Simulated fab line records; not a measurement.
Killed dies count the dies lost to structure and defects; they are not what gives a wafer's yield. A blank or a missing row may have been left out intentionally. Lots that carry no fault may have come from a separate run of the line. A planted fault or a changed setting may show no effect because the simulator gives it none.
Problem report, 8D (eight disciplines) form, completed by code :: flow sky130 :: the parts of the form that need people (team, actions taken, sign-off) are left out

== 1. PROBLEM STATEMENT ==
Mean NWELL_OXIDATION_THK at SKY_NWELL_THK_MEAS_02: 3.34 nm over 6 wafers in 2 lots; fault-free wafers: 9.91 nm, standard deviation 0.15. That is -44 standard deviations from the usual mean.
Earliest sighting: wafer L606.2 on filmMetro-03 at day 5 02:35. Wafers with a number at this step in the record: 33, from 11 lots. By rule, "out" or "out of limits" means more than 4 standard deviations away from the usual mean. The other wafers with a number count as sound.

== 2. WHAT IT IS, WHAT IT ISN'T ==
question: which readings at this step
is: NWELL_OXIDATION_THK
is not: -

question: which lots
is: L606, L607
is not: L598, L599, L602, L605, L609, L610, L611, L613, L618

question: which wafers of those lots
is: all that have a number
is not: -

question: read on which gauges
is: filmMetro-03
is not: filmMetro-01, filmMetro-04

question: when
is: from day 5 02:35
is not: up to then (12 sound wafers); but 15 sound wafers of L609, L610, L611, L613, L618 came after

== 3. WHAT RULES OUT EACH SUSPECT ==
Counting: any tool at a process step up to the reading is kept as a suspect provided that every lot that is out went through it and no sound lot did after the first of them.
- the gauge at SKY_NWELL_THK_MEAS_02 is ruled out. All the wafers that are out were read on filmMetro-03, but those of them that SKY_NWELL_OXIDATION_01 has rows for are out there too, on other tools.
- furnace-02 at SKY_NWELL_OXIDATION_01 (stabilise 600 s, purge 300 s, target thk 10 nm): kept. Every lot that is out went through it, starting with L606 (day 5 01:11), and after that it ran no sound lot; the last sound lot it ran before then is L605 (day 4 22:17). Out on those wafers are its own readings of spikeTcBottomC, spikeTcCentreC, spikeTcLowerC, spikeTcTopC, spikeTcUpperC, tubeCenterTempC, tube_center_temp_C_max, zonePowerLowerPct, zonePowerTopPct, zonePowerUpperPct.
Remaining after the count: furnace-02 at SKY_NWELL_OXIDATION_01.

== 4. THE CAUSE (what the simulator had put in) ==
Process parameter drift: furnace-02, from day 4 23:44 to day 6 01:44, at SKY_NWELL_OXIDATION_01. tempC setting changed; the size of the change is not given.
After counting, this tool was the only one left.

== 5. THE CHAIN OF EFFECTS, in route order ==
Rows list readings where the struck wafers' mean (over those with a number) sits beyond 3 standard deviations from the usual. Only readings for which the record gives a usual standard deviation are gone through. hours: the time from each lot's start at the first step in this table that gives one to its start at this step, as a median over the lots. sigmas: the change in usual standard deviations.
hours: 0
step: SKY_NWELL_OXIDATION_01
reading: spikeTcBottomC
usual: 920.1 C
on struck wafers: 834.4
change: -85.7
sigmas: -61

hours: 0
step: SKY_NWELL_OXIDATION_01
reading: spikeTcCentreC
usual: 900.8 C
on struck wafers: 816.5
change: -84.3
sigmas: -88

hours: 0
step: SKY_NWELL_OXIDATION_01
reading: spikeTcLowerC
usual: 900.9 C
on struck wafers: 817.0
change: -83.9
sigmas: -84

hours: 0
step: SKY_NWELL_OXIDATION_01
reading: spikeTcTopC
usual: 914.5 C
on struck wafers: 832.5
change: -82.0
sigmas: -68

hours: 0
step: SKY_NWELL_OXIDATION_01
reading: spikeTcUpperC
usual: 899.8 C
on struck wafers: 814.9
change: -84.9
sigmas: -85

hours: 0
step: SKY_NWELL_OXIDATION_01
reading: tubeCenterTempC
usual: 900 C
on struck wafers: 816
change: -84
sigmas: -99 or more

hours: 0
step: SKY_NWELL_OXIDATION_01
reading: tube_center_temp_C_max
usual: 902.3
on struck wafers: 818.3
change: -84.0
sigmas: -99 or more

hours: 0
step: SKY_NWELL_OXIDATION_01
reading: zonePowerLowerPct
usual: 18.21 %
on struck wafers: 14.68
change: -3.53
sigmas: -15

hours: 0
step: SKY_NWELL_OXIDATION_01
reading: zonePowerTopPct
usual: 29.7 %
on struck wafers: 24.9
change: -4.8
sigmas: -8.7

hours: 0
step: SKY_NWELL_OXIDATION_01
reading: zonePowerUpperPct
usual: 17.79 %
on struck wafers: 14.72
change: -3.07
sigmas: -16

hours: 1
step: SKY_NWELL_THK_MEAS_02
reading: NWELL_OXIDATION_THK
usual: 9.91 nm
on struck wafers: 3.34
change: -6.57
sigmas: -44
Here are the process steps it includes:
- SKY_NWELL_OXIDATION_01: stabilise 600 s, purge 300 s, target thk 10 nm.

== 6. WHAT WOULD HAVE CAUGHT IT SOONER ==
In this record the first reading out of limits at a measuring or inspecting step was taken at day 5 02:35, 3 hours after the fault began at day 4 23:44.
Tool's own readings at SKY_NWELL_OXIDATION_01, spikeTcBottomC, spikeTcCentreC, spikeTcLowerC, spikeTcTopC, spikeTcUpperC, tubeCenterTempC, tube_center_temp_C_max, zonePowerLowerPct, zonePowerTopPct, zonePowerUpperPct: out on all struck wafers the step has rows for; an alarm limit on them would have tripped on the first.
The start of SKY_NWELL_OXIDATION_01 on furnace-02 came by day 5 02:35 for every one of the lots that are out (2). A hold on the tool at that time would have spared none of them.
